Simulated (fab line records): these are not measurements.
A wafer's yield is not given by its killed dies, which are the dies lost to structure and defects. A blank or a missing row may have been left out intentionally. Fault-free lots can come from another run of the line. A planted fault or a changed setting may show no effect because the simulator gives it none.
Which of the tools did it? :: flow sky130 :: 30 wafers from 10 lots sampled at 5 of the route's 708 steps

== WHAT THE GAUGES READ, wafer by wafer ==
SKY_SD_N_TW_MEAS_12. Usual: SD_N_TW 3964, standard deviation 18.
lot: L720
measured: day 30 14:27
on: film metro-01
SD_N_TW: 3968 3971 3952
flag: 

lot: L724
measured: day 32 03:19
on: film metro-01
SD_N_TW: 3975 3949 3954
flag: 

lot: L726
measured: day 32 18:47
on: film metro-03
SD_N_TW: 3948 3965 3981
flag: 

lot: L729
measured: day 33 18:14
on: film metro-03
SD_N_TW: 3994 3998 3968
flag: 

lot: L730
measured: day 34 03:47
on: film metro-04
SD_N_TW: 3972 3970 3984
flag: 

lot: L731
measured: day 34 04:35
on: film metro-03
SD_N_TW: 3986 3973 3976
flag: 

lot: L732
measured: day 34 14:59
on: film metro-04
SD_N_TW: 3971 3945 3961
flag: 

lot: L733
measured: day 34 20:29
on: film metro-01
SD_N_TW: 3932 3950 3950
flag: 

lot: L734
measured: day 35 02:41
on: film metro-03
SD_N_TW: 3990 3989 3963
flag: 

lot: L735
measured: day 35 23:49
on: film metro-01
SD_N_TW: 3949 3931 3961
flag: 

SKY_LI_CONTACT_THK_MEAS_01. Usual: LI_CONTACT_HDPCVD_THK 925 nm, standard deviation 7.8.
lot: L720
measured: day 30 15:13
on: film metro-04
LI_CONTACT_HDPCVD_THK (nm): 931 936 935
flag: 

lot: L724
measured: day 32 04:08
on: film metro-04
LI_CONTACT_HDPCVD_THK (nm): 937 934 928
flag: 

lot: L726
measured: day 32 19:34
on: film metro-04
LI_CONTACT_HDPCVD_THK (nm): 916 921 931
flag: 

lot: L729
measured: day 33 19:01
on: film metro-01
LI_CONTACT_HDPCVD_THK (nm): 923 920 911
flag: 

lot: L730
measured: day 34 04:32
on: film metro-04
LI_CONTACT_HDPCVD_THK (nm): 922 926 915
flag: 

lot: L731
measured: day 34 05:21
on: film metro-04
LI_CONTACT_HDPCVD_THK (nm): 921 921 932
flag: 

lot: L732
measured: day 34 15:46
on: film metro-01
LI_CONTACT_HDPCVD_THK (nm): 912 926 903
flag: 

lot: L733
measured: day 34 21:15
on: film metro-01
LI_CONTACT_HDPCVD_THK (nm): 923 917 927
flag: 

lot: L734
measured: day 35 03:27
on: film metro-03
LI_CONTACT_HDPCVD_THK (nm): 927 925 927
flag: 

lot: L735
measured: day 36 00:37
on: film metro-03
LI_CONTACT_HDPCVD_THK (nm): 910 914 916
flag: 

SKY_LOCAL_INTERCONNECT_RS_MEAS_01: uses a four-point probe to measure. Usual: LOCAL_INTERCONNECT_TIN_RS 14.07 ohm/sq, standard deviation 0.12.
lot: L720
measured: day 31 20:02
on: film metro-03
LOCAL_INTERCONNECT_TIN_RS (ohm/sq): 30.56 14.03 14.00 30.63 14.01 14.02
flag: OFF

lot: L724
measured: day 33 08:47
on: film metro-02
LOCAL_INTERCONNECT_TIN_RS (ohm/sq): 14.25 14.20 14.19
flag: 

lot: L726
measured: day 34 00:19
on: film metro-01
LOCAL_INTERCONNECT_TIN_RS (ohm/sq): 13.94 14.09 13.94
flag: 

lot: L729
measured: day 34 23:31
on: film metro-03
LOCAL_INTERCONNECT_TIN_RS (ohm/sq): 13.93 14.17 14.00
flag: 

lot: L730
measured: day 35 09:04
on: film metro-01
LOCAL_INTERCONNECT_TIN_RS (ohm/sq): 13.97 14.03 13.84
flag: 

lot: L731
measured: day 35 10:20
on: film metro-02
LOCAL_INTERCONNECT_TIN_RS (ohm/sq): 14.10 14.07 14.01
flag: 

lot: L732
measured: day 35 20:26
on: film metro-02
LOCAL_INTERCONNECT_TIN_RS (ohm/sq): 14.08 14.10 14.20
flag: 

lot: L733
measured: day 36 02:08
on: film metro-03
LOCAL_INTERCONNECT_TIN_RS (ohm/sq): 14.30 14.24 14.08
flag: 

lot: L734
measured: day 36 07:43
on: film metro-01
LOCAL_INTERCONNECT_TIN_RS (ohm/sq): 14.03 14.04 14.04
flag: 

lot: L735
measured: day 37 04:58
on: film metro-01
LOCAL_INTERCONNECT_TIN_RS (ohm/sq): 14.00 13.97 14.06
flag: 

SKY_LOCAL_INTERCONNECT_THK_MEAS_02: measures by xrf. Usual: LOCAL_INTERCONNECT_TIN_THK 100.7 nm, standard deviation 1.1.
lot: L720
measured: day 32 01:58
on: film metro-03
LOCAL_INTERCONNECT_TIN_THK (nm): 48.8 101.1 101.6 48.9 101.1 101.0
flag: OFF

lot: L724
measured: day 33 08:54
on: film metro-02
LOCAL_INTERCONNECT_TIN_THK (nm): 98.6 99.2 99.2
flag: 

lot: L726
measured: day 34 00:26
on: film metro-01
LOCAL_INTERCONNECT_TIN_THK (nm): 102.1 101.2 101.4
flag: 

lot: L729
measured: day 34 23:38
on: film metro-03
LOCAL_INTERCONNECT_TIN_THK (nm): 102.5 100.9 101.8
flag: 

lot: L730
measured: day 35 09:11
on: film metro-01
LOCAL_INTERCONNECT_TIN_THK (nm): 101.2 100.3 102.2
flag: 

lot: L731
measured: day 35 10:26
on: film metro-02
LOCAL_INTERCONNECT_TIN_THK (nm): 99.8 99.8 100.2
flag: 

lot: L732
measured: day 35 20:33
on: film metro-02
LOCAL_INTERCONNECT_TIN_THK (nm): 99.8 99.7 98.8
flag: 

lot: L733
measured: day 36 02:16
on: film metro-03
LOCAL_INTERCONNECT_TIN_THK (nm): 100.0 100.3 100.8
flag: 

lot: L734
measured: day 36 07:49
on: film metro-01
LOCAL_INTERCONNECT_TIN_THK (nm): 101.8 101.1 101.8
flag: 

lot: L735
measured: day 37 05:04
on: film metro-01
LOCAL_INTERCONNECT_TIN_THK (nm): 102.0 102.6 101.8
flag: 

== EACH LOT AND THE TOOL THAT RAN IT (in order: tool; ch and the chambers of the sampled wafers; start) ==
lot: L720
SKY_LOCAL_INTERCONNECT_SPUTTER_00: pvd sputter-03, day 31 19:58

lot: L724
SKY_LOCAL_INTERCONNECT_SPUTTER_00: pvd sputter-02, day 33 08:43

lot: L726
SKY_LOCAL_INTERCONNECT_SPUTTER_00: pvd sputter-04, day 34 00:16

lot: L729
SKY_LOCAL_INTERCONNECT_SPUTTER_00: pvd sputter-03, day 34 23:28

lot: L730
SKY_LOCAL_INTERCONNECT_SPUTTER_00: pvd sputter-02, day 35 09:00

lot: L731
SKY_LOCAL_INTERCONNECT_SPUTTER_00: pvd sputter-02, day 35 10:14

lot: L732
SKY_LOCAL_INTERCONNECT_SPUTTER_00: pvd sputter-04, day 35 20:22

lot: L733
SKY_LOCAL_INTERCONNECT_SPUTTER_00: pvd sputter-02, day 36 02:05

lot: L734
SKY_LOCAL_INTERCONNECT_SPUTTER_00: pvd sputter-03, day 36 07:38

lot: L735
SKY_LOCAL_INTERCONNECT_SPUTTER_00: pvd sputter-03, day 37 04:51
- SKY_LOCAL_INTERCONNECT_SPUTTER_00: material TiN, target thk 100 nm, time 83.3 s.

== AS READ BY THE TOOLS THEMSELVES (means over the sampled wafers that have a number; for cases with no such wafer, the mark the record gives instead) ==
SKY_LOCAL_INTERCONNECT_SPUTTER_00. Usual: 29.2 % for throttle valve pct, sd 1.4.
lot: L720
tool: pvd sputter-03
throttle valve pct (%): 29.2
flag: 

lot: L724
tool: pvd sputter-02
throttle valve pct (%): 29.1
flag: 

lot: L726
tool: pvd sputter-04
throttle valve pct (%): 29.5
flag: 

lot: L729
tool: pvd sputter-03
throttle valve pct (%): 28.8
flag: 

lot: L730
tool: pvd sputter-02
throttle valve pct (%): 29.4
flag: 

lot: L731
tool: pvd sputter-02
throttle valve pct (%): 28.7
flag: 

lot: L732
tool: pvd sputter-04
throttle valve pct (%): 29.3
flag: 

lot: L733
tool: pvd sputter-02
throttle valve pct (%): 30.1
flag: 

lot: L734
tool: pvd sputter-03
throttle valve pct (%): 29.7
flag: 

lot: L735
tool: pvd sputter-03
throttle valve pct (%): 29.1
flag: 

== THE ANSWER, worked out from the rows above alone ==
Rule: a lot is off if the mean of its wafers that have a number lies more than 3 standard deviations from the usual mean. Also off: a lot with no number at a reading for which 4 or more lots have one. Any other lot the step has rows for is counted as sound. After the gauges, taken in route order, come the tools' own readings; for these a lot's mean is taken, as printed above. The first step at which some lot is off is used, and at that step the reading that is off furthest; a lot without a number counts as furthest.
Off: at SKY_LOCAL_INTERCONNECT_RS_MEAS_01 (LOCAL_INTERCONNECT_TIN_RS), L720.
A tool fits if, at a process step before that reading, it ran every lot that is off, and no sound lot after the first of them. The gauges at SKY_LOCAL_INTERCONNECT_RS_MEAS_01 are tried like those tools. Not one of the candidates tried fits.

== WHAT THE SIMULATOR PUT IN ==
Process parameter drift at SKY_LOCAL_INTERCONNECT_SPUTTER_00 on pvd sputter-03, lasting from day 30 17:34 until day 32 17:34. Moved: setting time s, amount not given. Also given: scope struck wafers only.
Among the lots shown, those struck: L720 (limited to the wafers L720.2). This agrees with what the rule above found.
